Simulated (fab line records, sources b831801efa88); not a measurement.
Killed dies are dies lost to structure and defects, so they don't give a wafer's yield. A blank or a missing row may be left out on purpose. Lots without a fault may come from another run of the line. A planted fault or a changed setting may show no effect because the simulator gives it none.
Problem report in the 8D (eight disciplines) form, filled by code | flow gf180mcu | the parts of the form that need people (team, actions taken, sign-off) are left out

1. THE PROBLEM
NSD_RS at GF_PSD_RS_MEAS_14 reads a mean of 42.16 ohm/sq on 6 wafers of 2 lots; wafers without a fault read 46.17 ohm/sq with a standard deviation of 0.096. That is -42 standard deviations from the usual mean.
The step: measures by four-point-probe.
First seen on wafer L579.1, day 19 07:22, on film_metro-01. The record holds 39 wafers of 13 lots with a number at this step. Rule for "out", or "out of limits": more than 4 standard deviations from the usual mean. The other wafers with a number count as sound.

2. WHAT IT IS AND WHAT IT IS NOT
question                    | is                           | is not
which readings at this step | NSD_RS                       | -
which lots                  | L579, L581                   | L567, L568, L570, L571, L573, L574, L576, L582, L585, L587, L588
which wafers of those lots  | all that have a number       | -
read on which gauges        | film_metro-01, film_metro-03 | film_metro-02
when                        | from day 19 07:22            | up to then (21 sound wafers); but 12 sound wafers of L582, L585, L587, L588 came after

3. SUSPECTS, AND WHAT RULES EACH OUT
Counting: a tool at a process step up to the reading stays a suspect if it ran every lot that is out and no sound lot after the first of them.
- the gauge at GF_PSD_RS_MEAS_14: ruled out. The wafers that are out were read on 2 gauges (film_metro-01, film_metro-03).
- rtp_anneal-01 at GF_PSD_RTA_13 (time 20 s): kept. It ran every lot that is out, first L579 (day 19 07:17), and no sound lot after that; its last sound lot up to then is L574 (day 17 18:44). Its own readings are out on those wafers: wafer_temp_C_max.
Left after counting: rtp_anneal-01 at GF_PSD_RTA_13.

4. THE CAUSE (what the simulator had put in)
Process parameter drift: rtp_anneal-01, from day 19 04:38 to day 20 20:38, at GF_PSD_RTA_13. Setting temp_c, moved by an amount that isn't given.
Counting left only this tool.

5. THE CHAIN OF EFFECTS, in route order
Each row: a reading whose mean over the struck wafers that have a number lies more than 3 standard deviations from the usual. Only readings for which the record gives a usual standard deviation are gone through. hours: the time from each lot's start at the first step in this table that gives one to its start at this step, as a median over the lots. sigmas: the change in usual standard deviations.
hours | step              | reading          | usual        | on struck wafers | change | sigmas
0     | GF_PSD_RTA_13     | wafer_temp_C_max | 1029.0       | 1056.2           | +27.2  | +25
0     | GF_PSD_RS_MEAS_14 | NSD_RS           | 46.17 ohm/sq | 42.16            | -4.01  | -42
0     | GF_PSD_RS_MEAS_15 | PSD_RS           | 108.6 ohm/sq | 97.5             | -11.1  | -34
The process steps in it:
- GF_PSD_RTA_13: time 20 s.
Later measuring or inspecting steps at which every struck wafer that the step has a row for has a number for every such reading, and none has moved that far: GF_SAB_THK_MEAS_01, GF_SALICIDE_THK_MEAS_05.

6. WHAT WOULD HAVE CAUGHT IT SOONER
In this record the first reading out of limits at a measuring or inspecting step was taken at day 19 07:22, 3 hours after the fault began at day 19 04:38.
The tool's own readings at GF_PSD_RTA_13 were out on every struck wafer that the step has a row for (wafer_temp_C_max): an alarm limit on them would have fired on the first of those.
Of the lots that are out (2), L581 began GF_PSD_RTA_13 on rtp_anneal-01 after day 19 07:22. A hold on the tool at that time would have spared it.
